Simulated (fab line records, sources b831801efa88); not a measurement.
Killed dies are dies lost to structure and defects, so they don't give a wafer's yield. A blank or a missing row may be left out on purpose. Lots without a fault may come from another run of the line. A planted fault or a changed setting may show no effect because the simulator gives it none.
A struck lot beside a sound one | flow sfq_line | 42 steps out of a route of 325
Sound: wafers L712.3, L712.4, L712.6. Struck: wafers L714.1, L714.4, L714.5. The cause comes at the end.
At each step with rows: each side's tool, then ch and its chambers, then its first start. Under that, the readings that differ: sound wafers | struck wafers | difference of the means | sigmas: that difference in standard deviations of wafers without a fault.
alike: readings whose means differ by less than 2 such deviations, and words and numbers that are the same on both sides. not compared: withheld readings, readings that some wafer has no value for, bounds like >300 that may hide the same value, and numbers for which the record gives no deviation and whose values overlap.
The two part at a step that has a row with sigmas, a row that says differs or no value, or rows on one side only. Numbers that don't overlap but have no deviation are shown without sigmas and don't part them. A reading that every wafer of one side lacks parts them only if that side has two wafers or more.

first, 6 steps without rows for these wafers: SFQ_TRILAYER_M0_LITHO_COAT_026 (resist thk 62 nm); SFQ_TRILAYER_M0_LITHO_COAT_021 (resist thk 600 nm); SFQ_TRILAYER_M0_LITHO_SOFTBAKE_025; SFQ_TRILAYER_M0_LITHO_EXPOSE_022 (exposes mask M0, target cd 500 nm); SFQ_TRILAYER_M0_LITHO_PEB_024 (peb time 60 s); SFQ_TRILAYER_M0_LITHO_DEVELOP_023 (time 60 s).
SFQ_M0_OVL_MEAS_906:
  sound on overlay-01, day 19 03:48; struck on overlay-02, day 19 23:23
  alike: M0_OVL
then, 2 steps without rows for these wafers: SFQ_TRILAYER_M0_BARC_OPEN_METAL_ETCH_031 (etches BARC in O2, target depth 125 nm, time 41.7 s); SFQ_TRILAYER_M0_ETCH_METAL_ETCH_024 (etches Nb in Cl2/Ar, stops on SiO2, target depth 240 nm, time 120 s).
SFQ_TRILAYER_M0_STRIP_STRIP_025: strips in O2.
  sound on rie_metal-03 ch 0,1, day 19 04:13; struck on rie_metal-01 ch 0,1, day 19 23:37
  alike: drypump_motor_current_A, he_backside_leak_sccm, oes_product_au
  not compared: rf_hours_counter_h
then, 2 steps without rows for these wafers: SFQ_TRILAYER_M0_STRIP_SOLV_CLEAN_026 (cleans in NMP, time 600 s); SFQ_TRILAYER_I0_DEP_PECVD_027 (deposits SiO2 from SiH4/N2O, time 111.11 s, target thk 500 nm).
SFQ_TRILAYER_I0_CMP_CMP_028: polishes SiO2.
  sound on cmp-01 ch 0,1,2, day 19 05:23; struck on cmp-02 ch 1,3, day 20 00:28
  no value came back on the struck wafers for any of 5 readings (edge_zone_pressure_frac, head_pressure_psi (psi) and others); on the sound wafers edge_zone_pressure_frac reads 1.005 0.998 0.997
  reading                                             | sound           | struck            | difference | sigmas
  model.SiO2_of_TRILAYER_I0_DEP_PECVD_027.thk_nm (nm) | 201.4 201 201.7 | 488.8 506.2 509.6 | +300.2     |
SFQ_I0_BOW_MEAS_907:
  sound on film_metro-03, day 19 07:55; struck on film_metro-02, day 20 03:28
  alike: I0_BOW
SFQ_TRILAYER_I0_METRO_MEASURE_029:
  sound on film_metro-03, day 19 08:24; struck on film_metro-02, day 20 03:35
  reading     | sound             | struck            | difference | sigmas
  thk_nm (nm) | 201.4 201.2 201.8 | 488.6 506.2 509.6 | +300.0     | +99 or more
then, 6 steps without rows for these wafers: SFQ_TRILAYER_I0_VIA_LITHO_COAT_036 (resist thk 62 nm); SFQ_TRILAYER_I0_VIA_LITHO_COAT_031 (resist thk 650 nm); SFQ_TRILAYER_I0_VIA_LITHO_SOFTBAKE_035; SFQ_TRILAYER_I0_VIA_LITHO_EXPOSE_032 (exposes mask I0, target cd 500 nm); SFQ_TRILAYER_I0_VIA_LITHO_PEB_034 (peb time 60 s); SFQ_TRILAYER_I0_VIA_LITHO_DEVELOP_033 (time 60 s).
-- the record jumps here: 7 days lie between the struck wafers' starts before and after --
SFQ_I0_OVL_MEAS_908:
  sound on overlay-01, day 26 02:40; struck on overlay-02, day 26 15:52
  alike: I0_OVL
then, 1 step without rows for these wafers: SFQ_TRILAYER_I0_VIA_BARC_OPEN_VIA_ETCH_046 (etches BARC in O2, target depth 125 nm, time 41.7 s).
SFQ_TRILAYER_I0_VIA_ETCH_VIA_ETCH_034: etches SiO2 in CHF3, stops on Nb, target depth 260 nm.
  sound on rie_diel-01 ch 0,3, day 26 02:44; struck on rie_diel-04 ch 0,2,3, day 26 15:56
  reading                        | sound             | struck            | difference | sigmas
  oes_product_au (a.u.)          | 0.860 0.856 0.856 | 1.606 1.618 1.656 | +0.769     | +99 or more
  model.etch.depth_nm (nm)       | 201.4 201 201.7   | 254.9 258.3 265   | +58.0      |
  model.I0.feature_depth_nm (nm) | 201.4 201 201.7   | 254.9 258.3 265   | +58.0      |
  alike: bias_w, drypump_motor_current_A
then, 2 steps without rows for these wafers: SFQ_TRILAYER_I0_VIA_STRIP_STRIP_035 (strips in O2); SFQ_TRILAYER_I0_VIA_STRIP_SOLV_CLEAN_036 (cleans in NMP, time 600 s).
SFQ_TRILAYER_M1_DEP_PRE_CLEAN_038: time 22.5 s.
  sound on pvd_sputter-05, day 26 03:49; struck on pvd_sputter-03, day 26 16:50
  reading                                             | sound             | struck            | difference | sigmas
  model.SiO2_of_TRILAYER_I0_DEP_PECVD_027.thk_nm (nm) | 193.9 193.5 194.2 | 481.3 498.7 502.1 | +300.2     |
  alike: bias_v
SFQ_TRILAYER_M1_DEP_SPUTTER_037: material Nb, target thk 200 nm, time 133.3 s.
  sound on pvd_sputter-05, day 26 03:51; struck on pvd_sputter-03, day 26 16:52
  reading                | sound          | struck         | difference | sigmas
  throttle_valve_pct (%) | 31.6 29.5 31.8 | 29.2 29.0 29.2 | -1.8       | -2
SFQ_M1_RS_MEAS_909: measures by four-point-probe.
  sound on film_metro-03, day 26 03:59; struck on film_metro-04, day 26 16:58
  alike: M1_NB_RS
then, 6 steps without rows for these wafers: SFQ_TRILAYER_M1_LITHO_COAT_044 (resist thk 62 nm); SFQ_TRILAYER_M1_LITHO_COAT_039 (resist thk 600 nm); SFQ_TRILAYER_M1_LITHO_SOFTBAKE_043; SFQ_TRILAYER_M1_LITHO_EXPOSE_040 (exposes mask M1, target cd 500 nm); SFQ_TRILAYER_M1_LITHO_PEB_042 (peb time 60 s); SFQ_TRILAYER_M1_LITHO_DEVELOP_041 (time 60 s).
-- the record jumps here: 5 days lie between the struck wafers' starts before and after --
SFQ_M1_OVL_MEAS_911:
  sound on overlay-02, day 31 06:22; struck on overlay-02, day 31 19:34
  alike: M1_OVL
SFQ_TRILAYER_M1_BARC_OPEN_METAL_ETCH_054: etches BARC in O2, target depth 125 nm, time 41.7 s.
  sound on rie_metal-02 ch 0,1, day 31 06:25; struck on rie_metal-03 ch 1, day 31 19:35
  alike: bias_w, drypump_motor_current_A, he_backside_leak_sccm, oes_product_au
  not compared: rf_hours_counter_h
SFQ_TRILAYER_M1_ETCH_METAL_ETCH_042: etches Nb in Cl2/Ar, stops on SiO2, target depth 240 nm, time 120 s.
  sound on rie_metal-02 ch 0,1, day 31 06:29; struck on rie_metal-03 ch 1, day 31 19:39
  alike: bias_w, drypump_motor_current_A, he_backside_leak_sccm, oes_product_au
  not compared: rf_hours_counter_h
then, 2 steps without rows for these wafers: SFQ_TRILAYER_M1_STRIP_STRIP_043 (strips in O2); SFQ_TRILAYER_M1_STRIP_SOLV_CLEAN_044 (cleans in NMP, time 600 s).
SFQ_TRILAYER_I1_DEP_PECVD_045: deposits SiO2 from SiH4/N2O, time 111.11 s, target thk 500 nm.
  sound on pecvd-01 ch 0,1,2, day 31 07:21; struck on pecvd-02 ch 1,2, day 31 20:34
  alike: heater_power_outer_w, heater_power_w, throttle_valve_pct
-- the record jumps here: 54 days lie between the struck wafers' starts before and after --
SFQ_M8_BOW_MEAS_951:
  sound on film_metro-03, day 85 09:24; struck on film_metro-02, day 86 02:10
  reading                 | sound             | struck            | difference | sigmas
  model.etest.i0.link_ohm | 1.953 1.949 1.957 | 1e+06 1e+06 1e+06 | +1e+06     |
  alike: M8_BOW

WHERE THEY PART
First at SFQ_TRILAYER_I0_CMP_CMP_028; last, within this record, at SFQ_TRILAYER_M1_DEP_SPUTTER_037. Later steps at which nothing parts them and some readings are alike: SFQ_M1_RS_MEAS_909, SFQ_M1_OVL_MEAS_911, SFQ_TRILAYER_M1_BARC_OPEN_METAL_ETCH_054, SFQ_TRILAYER_M1_ETCH_METAL_ETCH_042, SFQ_TRILAYER_I1_DEP_PECVD_045, SFQ_M8_BOW_MEAS_951.

WHY: what the simulator had put in
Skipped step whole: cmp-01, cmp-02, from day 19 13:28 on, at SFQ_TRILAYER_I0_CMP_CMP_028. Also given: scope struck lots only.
